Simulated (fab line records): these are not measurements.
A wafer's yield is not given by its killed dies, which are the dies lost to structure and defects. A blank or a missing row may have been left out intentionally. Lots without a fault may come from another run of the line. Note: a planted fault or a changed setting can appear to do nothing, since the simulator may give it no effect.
Which tool was responsible? | flow gf180mcu | Sampling: 13 lots, 39 wafers, 5 of 602 route steps

WHAT THE GAUGES READ, wafer by wafer
GF_STI_THK_MEAS_30.
lot  | measured    | on            | STI_OXIDATION_02_THK (nm)
L602 | day 2 20:13 | film metro-02 | 10.07 10.15 10.17
L605 | day 3 11:20 | film metro-02 | 10.22 10.03 10.42
L606 | day 3 18:32 | film metro-04 | 9.68 9.80 9.59
L608 | day 3 22:18 | film metro-03 | 10.10 10.11 10.29
L612 | day 4 20:18 | film metro-04 | 9.95 9.94 9.79
L614 | day 5 01:47 | film metro-04 | 9.90 9.88 9.64
L617 | day 5 16:55 | film metro-03 | 9.61 9.67 9.79
L619 | day 6 03:17 | film metro-03 | 9.98 9.73 9.79
L620 | day 6 09:36 | film metro-04 | 9.91 9.85 9.97
L621 | day 6 14:39 | film metro-02 | 10.06 10.10 10.17
L622 | day 6 18:27 | film metro-02 | 10.31 10.27 10.44
L623 | day 6 23:39 | film metro-02 | 9.98 9.95 9.95
L624 | day 7 04:46 | film metro-02 | 10.01 10.28 10.39

GF_DNWELL_TW_MEAS_09.
lot  | measured    | on            | DNWELL_TW
L602 | day 3 07:02 | film metro-02 | 1367 1370 1375
L605 | day 3 23:35 | film metro-01 | 1341 1341 1338
L606 | day 4 07:32 | film metro-02 | 1369 1364 1365
L608 | day 4 11:42 | film metro-01 | 1350 1346 1353
L612 | day 5 10:59 | film metro-01 | 1323 1325 1323
L614 | day 5 15:26 | film metro-02 | 1355 1362 1349
L617 | day 6 07:20 | film metro-02 | 1357 1361 1364
L619 | day 6 18:16 | film metro-02 | 1350 1352 1350
L620 | day 7 00:53 | film metro-01 | 1333 1331 1329
L621 | day 7 05:47 | film metro-04 | 1366 1363 1359
L622 | day 7 10:15 | film metro-02 | 1358 1350 1354
L623 | day 7 15:03 | film metro-01 | 1324 1326 1331
L624 | day 7 21:17 | film metro-04 | 1356 1357 1355

GF_VT_IMPLANT_TW_MEAS_21.
lot  | measured     | on            | VT_IMPLANT_2_TW
L602 | day 6 19:07  | film metro-01 | 1196 1192 1203
L605 | day 7 17:22  | film metro-02 | 1217 1219 1218
L606 | day 8 02:46  | film metro-02 | 1227 1225 1223
L608 | day 8 05:17  | film metro-01 | 1189 1199 1198
L612 | day 9 09:28  | film metro-03 | 1234 1228 1241
L614 | day 9 17:32  | film metro-02 | 1225 1220 1227
L617 | day 10 12:49 | film metro-03 | 1234 1230 1233
L619 | day 11 02:23 | film metro-01 | 1191 1195 1198
L620 | day 11 07:43 | film metro-01 | 1194 1187 1198
L621 | day 11 15:16 | film metro-03 | 1237 1223 1227
L622 | day 11 22:46 | film metro-02 | 1231 1234 1232
L623 | day 12 01:14 | film metro-01 | 1188 1196 1191
L624 | day 12 10:10 | film metro-02 | 1225 1234 1225

WHICH TOOL RAN EACH LOT (tool, then ch and the chambers of the sampled wafers, then the start)
lot  | GF_VT_IMPLANT_SOFTBAKE_03         | GF_VT_IMPLANT_STRIP_09
L602 | litho track-03 ch 0, day 5 19:46  | plasma asher-02 ch 0,1, day 6 03:37
L605 | litho track-01 ch 0, day 6 17:44  | plasma asher-03 ch 0,1, day 7 01:31
L606 | litho track-02 ch 0, day 7 02:17  | plasma asher-03 ch 0,1, day 7 10:04
L608 | litho track-02 ch 0, day 7 04:11  | plasma asher-02 ch 0,1, day 7 11:54
L612 | litho track-02 ch 0, day 8 07:35  | plasma asher-03 ch 0,1, day 8 16:13
L614 | litho track-02 ch 0, day 8 13:57  | plasma asher-04 ch 0, day 8 22:43
L617 | litho track-03 ch 0, day 9 09:05  | plasma asher-02 ch 0,1, day 9 18:28
L619 | litho track-01 ch 0, day 9 22:36  | plasma asher-04 ch 0,1, day 10 07:42
L620 | litho track-01 ch 0, day 10 04:20 | plasma asher-02 ch 0,1, day 10 13:37
L621 | litho track-03 ch 0, day 10 10:47 | plasma asher-04 ch 0,1, day 10 19:58
L622 | litho track-01 ch 0, day 10 18:00 | plasma asher-03 ch 0,1, day 11 03:34
L623 | litho track-01 ch 0, day 10 21:09 | plasma asher-02 ch 0,1, day 11 06:10
L624 | litho track-02 ch 0, day 11 05:47 | plasma asher-02 ch 0,1, day 11 15:28
- GF_VT_IMPLANT_SOFTBAKE_03: time 60 s.
- GF_VT_IMPLANT_STRIP_09: strips in O2/N2.

AS READ BY THE TOOLS THEMSELVES (means over the sampled wafers that have a number; for cases with no such wafer, the mark the record gives instead)
GF_VT_IMPLANT_SOFTBAKE_03.
lot  | tool           | heater power total W (W) | run length s (s)
L602 | litho track-03 | 56.59                    | 89.02
L605 | litho track-01 | 56.64                    | 89.01
L606 | litho track-02 | 56.62                    | 89.38
L608 | litho track-02 | 56.60                    | 89.48
L612 | litho track-02 | 61.54                    | 79.26
L614 | litho track-02 | 66.49                    | 69.09
L617 | litho track-03 | 56.55                    | 89.00
L619 | litho track-01 | 56.59                    | 89.01
L620 | litho track-01 | 56.65                    | 88.94
L621 | litho track-03 | 56.57                    | 89.02
L622 | litho track-01 | 56.60                    | 88.93
L623 | litho track-01 | 56.60                    | 89.01
L624 | litho track-02 | 56.61                    | 89.43

GF_VT_IMPLANT_STRIP_09.
lot  | tool            | drypump motor current A (A) | heater power w (W) | oes product au (a.u.) | strip time to endpoint s (s)
L602 | plasma asher-02 | 5.7                         | 336                | 0.717                 | 12.62
L605 | plasma asher-03 | 6.7                         | 324                | 0.717                 | 12.59
L606 | plasma asher-03 | 6.7                         | 321                | 0.715                 | 12.67
L608 | plasma asher-02 | 5.7                         | 331                | 0.719                 | 12.64
L612 | plasma asher-03 | 6.6                         | 335                | 0.716                 | 12.69
L614 | plasma asher-04 | 5.3                         | 333                | 0.714                 | 12.75
L617 | plasma asher-02 | 5.7                         | 338                | 0.715                 | 12.66
L619 | plasma asher-04 | 5.7                         | 358                | 0.717                 | 12.67
L620 | plasma asher-02 | 5.7                         | 336                | 0.718                 | 12.61
L621 | plasma asher-04 | 6.1                         | 378                | 0.713                 | 12.67
L622 | plasma asher-03 | 6.6                         | 319                | 0.715                 | 12.62
L623 | plasma asher-02 | 5.7                         | 338                | 0.718                 | 12.55
L624 | plasma asher-02 | 5.6                         | 351                | 0.717                 | 12.65

THE ANSWER, worked out from the rows above alone
Rule: the usual values come from the lots themselves. Put in order of their means at a reading, lots are off if they are a third of the lots or fewer, leave a main group of 4 or more, and stand apart from it by a gap of 3 or more times the standard deviation of the main group's means; of several such gaps the widest counts. A main group is skipped when, at the precision printed for the reading in the tables above, its means are all equal. A lot without any number at a reading at which 4 lots or more have one is off too. Where the step has rows for the other lots, those lots are counted as sound. After the gauges, taken in route order, come the tools' own readings; for these a lot's mean is taken, as printed above. The first step at which some lot is off is used, and at that step the reading that is off furthest; a lot without a number counts as furthest.
Off, at GF_VT_IMPLANT_SOFTBAKE_03 on heater power total W: L612, L614. The main group: mean 56.60 W, standard deviation 0.027.
A tool fits if, at that step or a process step before it, it ran every lot that is off, and no sound lot after the first of them. None of those tried fits.

WHAT HAD BEEN PUT IN BY THE SIMULATOR
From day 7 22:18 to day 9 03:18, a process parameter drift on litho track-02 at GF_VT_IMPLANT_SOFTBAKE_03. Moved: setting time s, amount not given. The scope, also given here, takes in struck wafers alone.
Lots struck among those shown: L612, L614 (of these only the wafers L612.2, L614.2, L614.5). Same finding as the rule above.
